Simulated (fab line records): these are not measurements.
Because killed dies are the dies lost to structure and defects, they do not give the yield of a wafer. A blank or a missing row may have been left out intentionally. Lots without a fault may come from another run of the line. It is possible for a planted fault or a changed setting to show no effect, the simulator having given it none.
fab line records	flow sky130
record lots=6	wafers=18	last_day=50
route steps=708 shown VIA1@475 METAL2@483 VIA2@507 PAD_OPEN@708
lots untouched by any fault: they come from a run of this same line in which no faults occurred
start_h: start of the lot's first displayed wafer, in hours after the record's first day	wait_h: how many hours have passed since the lot's step before this one	" repeats the value in the row above	L1.1+2: a row that stands for several wafers	- either no value or no given start	* or withheld: withheld	< > ~ a bound
route shown NAME@n: names a module that has steps shown in the file, with the first one's number in the route	usual: mean/standard deviation taken from wafers without a fault	same: alike in all rows	chamber/n: place in a boat	sites: the reading at each site	_std_site: the values' standard deviation	_edge_site: the outer-site mean with the inner-site mean subtracted	radius_mm: for every site, how far away it sits from the centre of the wafer	mask NAME#n: copy n	behind: the last tool/chamber to shape the wafer	hold: reason for holding the lot/hours on hold/outcome of the hold	device: the transistor (n, p or np) that didn't switch	end of line: the same wafers' tests at the end of the route	a step given without rows: its recipe and nothing more	killed: dies that structure and defects cost at the first sort, which is not the same as the wafer's yield	map: a wafer's dies, x killed, . not, _ none there
set.NAME: setting as actually run; set.NAME@STEP: the setting as run at that earlier step	model.NAME: the simulator's own value behind a step, which no gauge read
lots seen at some steps along the route; tables by step, rows by wafer
services: a tool's chamber out of use, with start hour (start_h, from the record's first day; less than 0 if before it), hours out, and reason
## steps
# step SKY_VIA1_STRIP_17
# recipe chemistry=post_etch_residue_remover	time_s=1200	temp_c=72.5
# step SKY_VIA1_CLEAN_18
# recipe chemistry=IPA	time_s=180	temp_c=25
# step SKY_VIA1_CLEAN_19
# recipe chemistry=O3/DIW	dry=n2_spin
# step SKY_VIA1_SPUTTER_20
# recipe material=TiN	target_thk_nm=20	chamber_pressure_pa=5	power_w=4000	time_s=80
# step SKY_VIA1_CVD_21
# recipe material=W	target_thk_nm=270	time_s=80.902	temp_c=400	pressure_torr=40
# usual heater_power_w=947/120
lot.wafer	tool	chamber	start_h	wait_h	heater_power_w
L182.2	cvd_w-02	0	835.72	0.0	1111
L182.3	"	0	"	"	1095
L182.5	"	1	"	"	909
L184.1	cvd_w-01	1	846.03	0.0	855
L184.4	"	1	"	"	822
L184.6	"	1	"	"	850
L186.2	cvd_w-01	0	856.78	0.0	838
L186.5	"	1	"	"	831
L186.6	"	0	"	"	837
L199.1	cvd_w-02	0	946.22	0.0	1129
L199.5	"	0	"	"	1111
L199.6	"	1	"	"	915
L200.1	cvd_w-02	0	951.83	0.0	1089
L200.3	"	1	"	"	913
L200.6	"	0	"	"	1115
L201.2	cvd_w-01	0	956.86	0.0	776
L201.3	"	0	"	"	775
L201.4	"	1	"	"	849
# step SKY_VIA1_RS_MEAS_22
# recipe thk_meas_gauge=four-point-probe	reads=W_of_VIA1_CVD_21+TiN_of_VIA1_SPUTTER_20
# usual VIA1_W_RS=0.424/0.0073
lot.wafer	tool	chamber	start_h	wait_h	VIA1_W_RS[ohm/sq]
L182.2	film_metro-04	-	835.84	0.1	0.420
L182.3	"	-	"	"	0.425
L182.5	"	-	"	"	0.420
L184.1	film_metro-01	-	846.12	0.1	0.430
L184.4	"	-	"	"	0.430
L184.6	"	-	"	"	0.430
L186.2	film_metro-04	-	856.89	0.1	0.418
L186.5	"	-	"	"	0.432
L186.6	"	-	"	"	0.422
L199.1	film_metro-02	-	946.32	0.1	0.430
L199.5	"	-	"	"	0.428
L199.6	"	-	"	"	0.426
L200.1	film_metro-02	-	951.92	0.1	0.434
L200.3	"	-	"	"	0.424
L200.6	"	-	"	"	0.427
L201.2	film_metro-04	-	956.97	0.1	0.419
L201.3	"	-	"	"	0.423
L201.4	"	-	"	"	0.409
# step SKY_VIA1_THK_MEAS_23
# recipe thk_meas_gauge=xrf	reads=W_of_VIA1_CVD_21
# usual VIA1_W_THK=272/5.4
lot.wafer	tool	chamber	start_h	wait_h	VIA1_W_THK[nm]
L182.2	film_metro-04	-	835.95	0.1	274
L182.3	"	-	"	"	271
L182.5	"	-	"	"	274
L184.1	film_metro-01	-	846.24	0.1	266
L184.4	"	-	"	"	267
L184.6	"	-	"	"	267
L186.2	film_metro-04	-	857.00	0.1	277
L186.5	"	-	"	"	268
L186.6	"	-	"	"	275
L199.1	film_metro-02	-	946.44	0.1	271
L199.5	"	-	"	"	270
L199.6	"	-	"	"	273
L200.1	film_metro-02	-	952.04	0.1	267
L200.3	"	-	"	"	272
L200.6	"	-	"	"	272
L201.2	film_metro-04	-	957.08	0.1	279
L201.3	"	-	"	"	276
L201.4	"	-	"	"	285
# step SKY_VIA1_CMP_24
# recipe stop_on=SiO2	t_overpolish_s=15	down_force_psi=3.5	platen_rpm=60	target_thk_nm=0	pad_velocity_m_s=0.94248
# usual motor_current_A=11.0/0.8	overpolish_run_s=15.000/0.009	time_to_endpoint_s=65.5/2.8
lot.wafer	tool	chamber	start_h	wait_h	motor_current_A	overpolish_run_s	time_to_endpoint_s
L182.3	cmp-02	2	836.10	0.1	10.4	14.982	65.5
L182.2	"	3	"	"	11.4	15.001	63.4
L182.5	"	1	"	"	10.9	15.004	66.7
L184.4	cmp-02	0	846.40	0.1	11.5	14.976	61.2
L184.1	"	1	"	"	10.7	14.997	62.8
L184.6	"	3	"	"	10.8	15.006	60.8
L186.2	cmp-01	1	857.05	0.0	12.9	15.003	67.0
L186.5	"	1	"	"	12.4	14.980	63.6
L186.6	"	2	"	"	11.1	15.003	61.8
L199.1	cmp-02	3	946.60	0.1	10.7	14.998	65.3
L199.6	"	1	"	"	11.3	14.999	64.7
L199.5	"	2	"	"	9.5	15.007	62.7
L200.1	cmp-01	3	952.15	0.1	11.5	15.002	63.0
L200.3	"	1	"	"	12.2	15.002	65.6
L200.6	"	2	"	"	11.3	15.005	61.8
L201.2	cmp-02	0	957.40	0.3	12.1	14.998	64.3
L201.4	"	1	"	"	11.6	14.991	69.5
L201.3	"	2	"	"	9.9	15.013	67.2
# step SKY_METAL2_SPUTTER_00
# recipe material=Ti	target_thk_nm=15	power_w=3000	time_s=10	chamber_pressure_pa=0.4
# usual throttle_valve_pct=30.5/0.87
lot.wafer	tool	chamber	start_h	wait_h	throttle_valve_pct
L182.2	pvd_sputter-03	-	836.30	0.1	30.5
L182.3	"	-	"	"	31.2
L182.5	"	-	"	"	32.0
L184.1	pvd_sputter-01	-	846.60	0.1	30.5
L184.4	"	-	"	"	28.1
L184.6	"	-	"	"	30.1
L186.2	pvd_sputter-03	-	857.35	0.2	31.6
L186.5	"	-	"	"	30.1
L186.6	"	-	"	"	31.4
L199.1	pvd_sputter-03	-	946.80	0.1	30.4
L199.5	"	-	"	"	30.5
L199.6	"	-	"	"	31.6
L200.1	pvd_sputter-03	-	952.40	0.2	31.3
L200.3	"	-	"	"	31.9
L200.6	"	-	"	"	31.7
L201.2	pvd_sputter-01	-	957.70	0.2	27.9
L201.3	"	-	"	"	30.5
L201.4	"	-	"	"	30.2
# step SKY_METAL2_SPUTTER_01
# recipe material=TiN	target_thk_nm=20	power_w=6500	time_s=16.7	chamber_pressure_pa=0.4
# usual throttle_valve_pct=30.5/0.89
lot.wafer	tool	chamber	start_h	wait_h	throttle_valve_pct
L182.2	pvd_sputter-03	-	836.32	0.0	30.3
L182.3	"	-	"	"	31.3
L182.5	"	-	"	"	31.6
L184.1	pvd_sputter-01	-	846.62	0.0	30.4
L184.4	"	-	"	"	28.0
L184.6	"	-	"	"	30.0
L186.2	pvd_sputter-03	-	857.37	0.0	31.9
L186.5	"	-	"	"	30.4
L186.6	"	-	"	"	31.3
L199.1	pvd_sputter-03	-	946.82	0.0	30.4
L199.5	"	-	"	"	30.5
L199.6	"	-	"	"	31.8
L200.1	pvd_sputter-03	-	952.42	0.0	31.2
L200.3	"	-	"	"	31.7
L200.6	"	-	"	"	31.7
L201.2	pvd_sputter-01	-	957.72	0.0	28.1
L201.3	"	-	"	"	30.6
L201.4	"	-	"	"	30.1
# step SKY_METAL2_SPUTTER_02
# recipe material=AlCu	target_thk_nm=250	power_w=10600	time_s=13.3	chamber_pressure_pa=0.4
# step SKY_METAL2_SPUTTER_03
# recipe material=Ti	target_thk_nm=5	power_w=3000	time_s=3.3	chamber_pressure_pa=0.4
# step SKY_METAL2_SPUTTER_04
# recipe material=TiN	target_thk_nm=70	power_w=6500	time_s=58.3	chamber_pressure_pa=0.4
# usual throttle_valve_pct=30.5/0.87
lot.wafer	tool	chamber	start_h	wait_h	throttle_valve_pct	model.TiN_of_METAL2_SPUTTER_04.thk_nm
L182.2	pvd_sputter-03	-	836.39	0.0	30.6	69.84
L182.3	"	-	"	"	31.1	68.9
L182.5	"	-	"	"	31.8	69.66
L184.1	pvd_sputter-01	-	846.69	0.0	30.3	69.77
L184.4	"	-	"	"	28.0	70.15
L184.6	"	-	"	"	30.0	70.26
L186.2	pvd_sputter-03	-	857.44	0.0	31.6	70.12
L186.5	"	-	"	"	30.5	70.16
L186.6	"	-	"	"	31.2	69.64
L199.1	pvd_sputter-03	-	946.89	0.0	30.5	77.83
L199.5	"	-	"	"	30.0	78.19
L199.6	"	-	"	"	31.8	78.36
L200.1	pvd_sputter-03	-	952.49	0.0	30.9	77.6
L200.3	"	-	"	"	31.7	78.61
L200.6	"	-	"	"	31.5	77.95
L201.2	pvd_sputter-01	-	957.79	0.0	28.0	70.17
L201.3	"	-	"	"	30.6	69.87
L201.4	"	-	"	"	30.3	70.05
# step SKY_METAL2_RS_MEAS_05
# recipe thk_meas_gauge=four-point-probe	reads=TiN_of_METAL2_SPUTTER_04+Ti_of_METAL2_SPUTTER_03+AlCu_of_METAL2_SPUTTER_02+TiN_of_METAL2_SPUTTER_01+Ti_of_METAL2_SPUTTER_00
# usual METAL2_ALCU_RS=0.1269/0.0011
lot.wafer	tool	chamber	start_h	wait_h	METAL2_ALCU_RS[ohm/sq]
L182.2	film_metro-03	-	836.46	0.0	0.1272
L182.3	"	-	"	"	0.1274
L182.5	"	-	"	"	0.1274
L184.1	film_metro-01	-	846.74	0.0	0.1265
L184.4	"	-	"	"	0.1282
L184.6	"	-	"	"	0.1277
L186.2	film_metro-04	-	857.51	0.0	0.1255
L186.5	"	-	"	"	0.1257
L186.6	"	-	"	"	0.1251
L199.1	film_metro-03	-	946.94	0.0	0.1266
L199.5	"	-	"	"	0.1263
L199.6	"	-	"	"	0.1271
L200.1	film_metro-03	-	952.54	0.0	0.1269
L200.3	"	-	"	"	0.1256
L200.6	"	-	"	"	0.1261
L201.2	film_metro-04	-	957.86	0.0	0.1278
L201.3	"	-	"	"	0.1273
L201.4	"	-	"	"	0.1276
# step SKY_METAL2_THK_MEAS_06
# recipe thk_meas_gauge=xrf	reads=AlCu_of_METAL2_SPUTTER_02
# usual METAL2_ALCU_THK=252.4/2.5
lot.wafer	tool	chamber	start_h	wait_h	METAL2_ALCU_THK[nm]
L182.2	film_metro-03	-	836.57	0.1	252.5
L182.3	"	-	"	"	254.2
L182.5	"	-	"	"	252.6
L184.1	film_metro-01	-	846.86	0.1	253.4
L184.4	"	-	"	"	251.1
L184.6	"	-	"	"	252.5
L186.2	film_metro-04	-	857.62	0.1	255.4
L186.5	"	-	"	"	255.0
L186.6	"	-	"	"	254.4
L199.1	film_metro-03	-	947.06	0.1	250.2
L199.5	"	-	"	"	248.8
L199.6	"	-	"	"	247.7
L200.1	film_metro-03	-	952.66	0.1	247.7
L200.3	"	-	"	"	251.1
L200.6	"	-	"	"	250.1
L201.2	film_metro-04	-	957.97	0.1	250.3
L201.3	"	-	"	"	249.6
L201.4	"	-	"	"	250.2
# step SKY_METAL2_DEHYDRATE_07
# recipe temp_c=200	time_s=60
# step SKY_METAL2_HMDS_08
# recipe prime_time_s=60	prime_temp_c=120
# step SKY_METAL2_COAT_09
# recipe resist=BARC	temp_c=withheld	time_s=withheld	spin_rpm=3000	resist_thk_nm=60
# step SKY_METAL2_COAT_10
# recipe resist=KrF-thick	spin_rpm=3000	resist_thk_nm=450
# step SKY_METAL2_SOFTBAKE_11
# recipe temp_c=100	time_s=90	resist=KrF-thick
# step SKY_METAL2_EXPOSE_12
# recipe mask_id=MM2	na=0.8	source_shape=annular	sigma_inner=0.55	sigma_outer=0.85	target_cd_nm=140	dose_mj=28
# step SKY_METAL2_PEB_13
# recipe peb_temp_c=withheld	peb_time_s=withheld	resist=KrF-thick
# step SKY_METAL2_DEVELOP_14
# recipe develop_time_s=58.7	resist=KrF-thick	dev_temp_c=21
# step SKY_METAL2_CD_MEAS_15
# recipe target_cd_nm=140
# usual cd_nm=140.0/1.5
lot.wafer	tool	chamber	start_h	wait_h	cd_nm
L182.2	cd_sem-02	-	861.69	-	138.6
L182.3	"	-	"	"	140.7
L182.5	"	-	"	"	140.6
L184.1	cd_sem-02	-	872.67	-	138.8
L184.4	"	-	"	"	140.8
L184.6	"	-	"	"	139.8
L186.2	cd_sem-02	-	884.64	-	141.4
L186.5	"	-	"	"	139.9
L186.6	"	-	"	"	139.1
L199.1	cd_sem-02	-	970.75	-	141.2
L199.5	"	-	"	"	143.0
L199.6	"	-	"	"	142.2
L200.1	cd_sem-02	-	978.52	-	138.8
L200.3	"	-	"	"	139.5
L200.6	"	-	"	"	138.3
L201.2	cd_sem-02	-	982.19	-	140.8
L201.3	"	-	"	"	139.8
L201.4	"	-	"	"	141.3
# step SKY_METAL2_OVL_MEAS_16
# usual METAL2_OVL=0/5.8
lot.wafer	tool	chamber	start_h	wait_h	METAL2_OVL[nm]
L182.2	overlay-02	-	861.80	0.1	1
L182.3	"	-	"	"	-6
L182.5	"	-	"	"	-7
L184.1	overlay-01	-	872.79	0.1	2
L184.4	"	-	"	"	-4
L184.6	"	-	"	"	3
L186.2	overlay-02	-	884.75	0.1	4
L186.5	"	-	"	"	2
L186.6	"	-	"	"	2
L199.1	overlay-02	-	970.87	0.1	-7
L199.5	"	-	"	"	-4
L199.6	"	-	"	"	-3
L200.1	overlay-02	-	978.64	0.1	-9
L200.3	"	-	"	"	-2
L200.6	"	-	"	"	-7
L201.2	overlay-01	-	982.29	0.1	11
L201.3	"	-	"	"	-3
L201.4	"	-	"	"	7
# step SKY_METAL2_DESCUM_17
# recipe chemistry=O2	source_power_w=150	bias_power_w=0	pressure_mtorr=10	temp_c=40	time_s=8
# step SKY_METAL2_ETCH_18
# recipe chemistry=N2/H2	target=BARC	ion_energy_ev=200	bias_w=100	pressure_mtorr=30	n2_flow_sccm=100	h2_flow_sccm=200	icp_w=500	stop_on=SiO2	time_s=45.9	target_depth_a=600
# step SKY_METAL2_METAL_ETCH_19
# recipe target_depth_a=3600	stop_on=SiO2	over_etch_frac=0.3	time_s=78	chemistry=Cl2/BCl3	resist_sidewall_deg=88	pressure_mtorr=10	icp_w=900	bias_w=48.5	Cl2_flow_sccm=60	bcl3_flow_sccm=30
# step SKY_METAL2_STRIP_20
# recipe chemistry=O2/N2	power_w=1400	pressure_mtorr=1500	platen_temp_c=withheld	o2_flow_sccm=3000	n2_flow_sccm=300	overash_fraction=0.5
# step SKY_METAL2_STRIP_21
# recipe chemistry=post_etch_residue_remover	time_s=1200	temp_c=72.5
# step SKY_METAL2_CLEAN_22
# recipe chemistry=IPA	time_s=180	temp_c=25
# step SKY_METAL2_CLEAN_23
# recipe chemistry=O3/DIW	dry=n2_spin
# step SKY_VIA2_HDPCVD_00
# recipe material=SiO2	target_thk_nm=1180	sigma_open_frac=0.3	time_s=196.7	temp_c=400	sih4_flow_sccm=60	pressure_mtorr=6
# step SKY_VIA2_THK_MEAS_01
# recipe reads=SiO2_of_VIA2_HDPCVD_00
# usual VIA2_HDPCVD_THK=1171/11
lot.wafer	tool	chamber	start_h	wait_h	VIA2_HDPCVD_THK[nm]
L182.2	film_metro-04	-	862.80	0.1	1187
L182.3	"	-	"	"	1185
L182.5	"	-	"	"	1187
L184.1	film_metro-04	-	873.72	0.1	1177
L184.4	"	-	"	"	1184
L184.6	"	-	"	"	1174
L186.2	film_metro-04	-	885.69	0.1	1182
L186.5	"	-	"	"	1168
L186.6	"	-	"	"	1181
L199.1	film_metro-04	-	971.81	0.1	1180
L199.5	"	-	"	"	1176
L199.6	"	-	"	"	1185
L200.1	film_metro-02	-	979.59	0.1	1172
L200.3	"	-	"	"	1157
L200.6	"	-	"	"	1173
L201.2	film_metro-04	-	983.30	0.1	1168
L201.3	"	-	"	"	1174
L201.4	"	-	"	"	1159
# step SKY_VIA2_CMP_02
# recipe material=SiO2	down_force_psi=4	platen_rpm=60	pad_velocity_m_s=0.94248
# usual motor_current_A=12.1/0.94
lot.wafer	tool	chamber	start_h	wait_h	motor_current_A
L182.3	cmp-02	1	862.85	0.0	12.4
L182.2	"	0	"	"	12.5
L182.5	"	2	"	"	10.9
L184.4	cmp-01	1	873.78	0.0	14.7
L184.1	"	2	"	"	11.7
L184.6	"	1	"	"	13.7
L186.2	cmp-01	3	886.87	1.2	12.3
L186.5	"	3	"	"	12.1
L186.6	"	0	"	"	11.3
L199.1	cmp-02	3	971.97	0.1	11.7
L199.5	"	1	"	"	12.0
L199.6	"	2	"	"	11.5
L200.3	cmp-02	0	979.91	0.3	12.8
L200.1	"	1	"	"	12.1
L200.6	"	1	"	"	12.4
L201.2	cmp-02	3	983.35	0.0	12.3
L201.3	"	0	"	"	12.6
L201.4	"	1	"	"	12.8
# step SKY_VIA2_BOW_MEAS_03
# recipe mode=bow
# usual VIA2_BOW=84/7.4
lot.wafer	tool	chamber	start_h	wait_h	VIA2_BOW[um]
L182.2	film_metro-02	-	863.17	0.1	89
L182.3	"	-	"	"	93
L182.5	"	-	"	"	91
L184.1	film_metro-03	-	874.08	0.2	87
L184.4	"	-	"	"	88
L184.6	"	-	"	"	72
L186.2	film_metro-04	-	887.19	0.3	87
L186.5	"	-	"	"	87
L186.6	"	-	"	"	93
L199.1	film_metro-03	-	972.17	0.1	85
L199.5	"	-	"	"	88
L199.6	"	-	"	"	95
L200.1	film_metro-02	-	980.21	0.2	85
L200.3	"	-	"	"	79
L200.6	"	-	"	"	83
L201.2	film_metro-02	-	983.67	0.3	92
L201.3	"	-	"	"	74
L201.4	"	-	"	"	81
# step SKY_VIA2_DEHYDRATE_04
# recipe temp_c=200	time_s=60
# step SKY_VIA2_HMDS_05
# recipe prime_time_s=60	prime_temp_c=120
# step SKY_VIA2_COAT_06
# recipe resist=BARC	temp_c=withheld	time_s=withheld	spin_rpm=3000	resist_thk_nm=60
# step SKY_VIA2_COAT_07
# recipe resist=KrF-thick	spin_rpm=3000	resist_thk_nm=450
# step SKY_VIA2_SOFTBAKE_08
# recipe temp_c=100	time_s=90	resist=KrF-thick
# step SKY_VIA2_EXPOSE_09
# recipe mask_id=VIM2	na=0.8	source_shape=annular	sigma_inner=0.55	sigma_outer=0.85	target_cd_nm=200	dose_mj=38
# step SKY_VIA2_ETCH_15
# recipe target=SiO2	chemistry=C4F8/O2/Ar	target_depth_nm=546	stop_on=TiN	mask_material=KrF-thick	source_w=1500	bias_w=1241	pressure_mtorr=40	c4f8_flow_sccm=withheld	O2_flow_sccm=6	Ar_flow_sccm=300	time_s=84
# usual bias_w=1241/3.9	oes_product_au=0.939/0.0042
lot.wafer	tool	chamber	start_h	wait_h	bias_w	oes_product_au	rf_hours_counter_h	model.TiN_of_METAL2_SPUTTER_04.thk_nm
L182.2	rie_diel-03	0	890.18	0.0	1245	0.937	4	69.23
L182.3	"	3	"	"	1241	0.938	8	68.28
L182.5	"	3	"	"	1236	0.933	-	69.04
L184.1	rie_diel-01	0	899.42	0.0	1245	0.939	18	69.15
L184.4	"	3	"	"	1241	0.939	16	69.53
L184.6	"	0	"	"	1237	0.943	-	69.64
L186.2	rie_diel-02	1	912.62	0.0	1240	0.943	10	69.51
L186.5	"	3	"	"	1238	0.945	-	69.55
L186.6	"	0	"	"	1235	0.945	-	69.03
L199.1	rie_diel-02	3	996.32	0.0	1247	0.931	7	77.23
L199.5	"	2	"	"	1237	0.946	-	77.59
L199.6	"	1	"	"	1239	0.938	-	77.76
L200.1	rie_diel-01	0	1004.61	0.0	1246	0.941	21	76.98
L200.3	"	1	"	"	1244	0.941	18	77.99
L200.6	"	2	"	"	1238	0.947	-	77.33
L201.2	rie_diel-01	3	1006.88	0.0	1242	0.935	19	69.55
L201.3	"	0	"	"	1241	0.937	21	69.26
L201.4	"	2	"	"	1239	0.938	13	69.44
# step SKY_PAD_OPEN_PROBE_99
# usual defect_limited_yield=82.3/1.9	killed_at_M0_to_M3=44/7.3	killed_at_M4_up=3.4/1.7	killed_at_contacts=24/5.3	killed_at_front_end=15/4.1	killed_at_other=0.4/0.68	killed_dies=87/9.5	killed_open=48/7.1	killed_short=39/5.8	sort_bin_3_pad_short=0.8/0.39	sort_bin_5_function=10.4/1.4	sort_bin_6_memory=6.5/1.1	sort_n_pass=405/9.5	sort_yield_pct=82.3/1.9
# same gross_dies=492	killed_at_back_side=0	sort_bin_4_leakage[%]=0	sort_bin_8_speed[%]=0
lot.wafer	tool	chamber	start_h	wait_h	defect_limited_yield[%]	killed_at_M0_to_M3	killed_at_M4_up	killed_at_contacts	killed_at_front_end	killed_at_other	killed_dies	killed_open	killed_short	sort_bin_3_pad_short[%]	sort_bin_5_function[%]	sort_bin_6_memory[%]	sort_n_pass	sort_yield_pct[%]
L186.2	prober-02	-	1125.39	0.1	83.1	46	4	18	14	1	83	51	32	0.4	9.6	6.9	409	83.1
L186.5	prober-02	-	1125.54	0.2	82.7	44	5	24	12	0	85	52	33	0.8	10.0	6.5	407	82.7
L186.6	prober-02	-	1125.59	0.2	83.3	44	0	22	16	0	82	42	40	0.6	9.1	6.9	410	83.3
L200.1	prober-01	-	1193.20	0.1	84.1	37	8	17	16	0	78	42	36	1.0	9.1	5.7	414	84.1
L200.3	prober-01	-	1193.30	0.2	77.6	67	3	24	16	0	110	69	41	0.2	14.0	8.1	382	77.6
L200.6	prober-01	-	1193.45	0.2	81.7	46	3	23	18	0	90	57	33	0.8	10.2	7.3	402	81.7
# killed by level:class
L186.2 CONTACT:geometric_particle:open=10 VIA1:geometric_particle:open=8 METAL2:geometric_particle:short=8 VIA3:geometric_particle:open=8 FIELD_ISO:geometric_particle:open=6 VIA2:geometric_particle:open=5 VIA3:geometric_particle:short=5 LI_CONTACT:geometric_particle:open=4
L186.5 VIA1:geometric_particle:open=12 VIA2:geometric_particle:open=10 CONTACT:geometric_particle:open=9 VIA3:geometric_particle:open=8 LI_CONTACT:geometric_particle:open=6 CONTACT:geometric_particle:short=5 POLY_GATE:geometric_particle:short=4 METAL3:geometric_particle:short=4
L186.6 METAL1:geometric_particle:short=10 VIA1:geometric_particle:open=7 LI_CONTACT:geometric_particle:open=7 CONTACT:geometric_particle:open=7 VIA3:geometric_particle:open=6 POLY_GATE:geometric_particle:short=5 SPACER:geometric_particle:open=5 VIA2:geometric_particle:open=5
L200.1 VIA1:geometric_particle:open=8 VIA2:geometric_particle:open=8 METAL4:geometric_particle:short=7 CONTACT:geometric_particle:open=6 FIELD_ISO:geometric_particle:short=5 FIELD_ISO:geometric_particle:open=5 VIA3:geometric_particle:open=5 LOCAL_INTERCONNECT:geometric_particle:short=4
L200.3 VIA1:geometric_particle:open=16 VIA2:geometric_particle:open=16 CONTACT:geometric_particle:open=10 METAL1:geometric_particle:short=7 VIA3:geometric_particle:open=7 CONTACT:geometric_particle:short=6 VIA1:geometric_particle:short=6 FIELD_ISO:geometric_particle:short=5
L200.6 VIA1:geometric_particle:open=14 CONTACT:geometric_particle:open=9 LI_CONTACT:geometric_particle:open=8 VIA3:geometric_particle:open=8 VIA2:geometric_particle:open=6 FIELD_ISO:geometric_particle:short=5 FIELD_ISO:geometric_particle:open=5 METAL2:geometric_particle:short=4
## services
tool	chamber	start_h	hours	kind
pvd_sputter-03	-	820.28	5.5	repair
cmp-02	-	821.63	5.8	pm
rie_diel-02	3	847.18	13.4	repair
rie_diel-03	0	854.62	2.7	repair
cvd_w-02	-	861.96	0.3	repair
cmp-01	-	883.55	3.3	repair
cmp-02	-	884.73	3.4	repair
cmp-01	-	889.07	6.7	repair
cmp-02	-	889.42	0.8	repair
rie_diel-03	1	893.60	2.9	repair
rie_diel-02	2	899.55	14.0	repair
rie_diel-03	3	901.98	11.4	repair
rie_diel-02	3	902.73	4.0	repair
cvd_w-01	-	904.00	14.0	pm
rie_diel-01	0	910.04	1.5	repair
cmp-01	-	912.00	4.0	pm
cmp-02	-	917.92	3.2	repair
cmp-01	-	956.21	36.2	repair
rie_diel-01	2	960.37	3.7	repair
pvd_sputter-01	-	965.81	3.5	repair
rie_diel-01	1	981.52	7.1	repair
cmp-02	-	992.59	8.3	pm
cvd_w-02	1	999.41	4.8	repair
cmp-01	-	1000.93	4.5	pm
## key
first_sign none at tools or gauges
model_effect step=SKY_METAL2_SPUTTER_04	value=TiN_of_METAL2_SPUTTER_04.thk_nm	without=70.28	struck=78.09
model_effect step=SKY_VIA2_ETCH_15	value=TiN_of_METAL2_SPUTTER_04.thk_nm	without=69.67	struck=77.48
met_at SKY_METAL2_SPUTTER_04
struck_wafers L199.1,L199.5,L199.6,L200.1,L200.3,L200.6
onset_between 857.44 946.89
also_fits SKY_VIA1_CVD_21:cvd_w-02,SKY_METAL2_SPUTTER_00:pvd_sputter-03,SKY_METAL2_SPUTTER_01:pvd_sputter-03
fault kind=process_parameter_drift	tool=pvd_sputter-03	chamber=-	onset_h=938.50	steps=SKY_METAL2_SPUTTER_04	channel=time_s	offset=*	shape=step	end_h=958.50	acts_in=*	stated=*
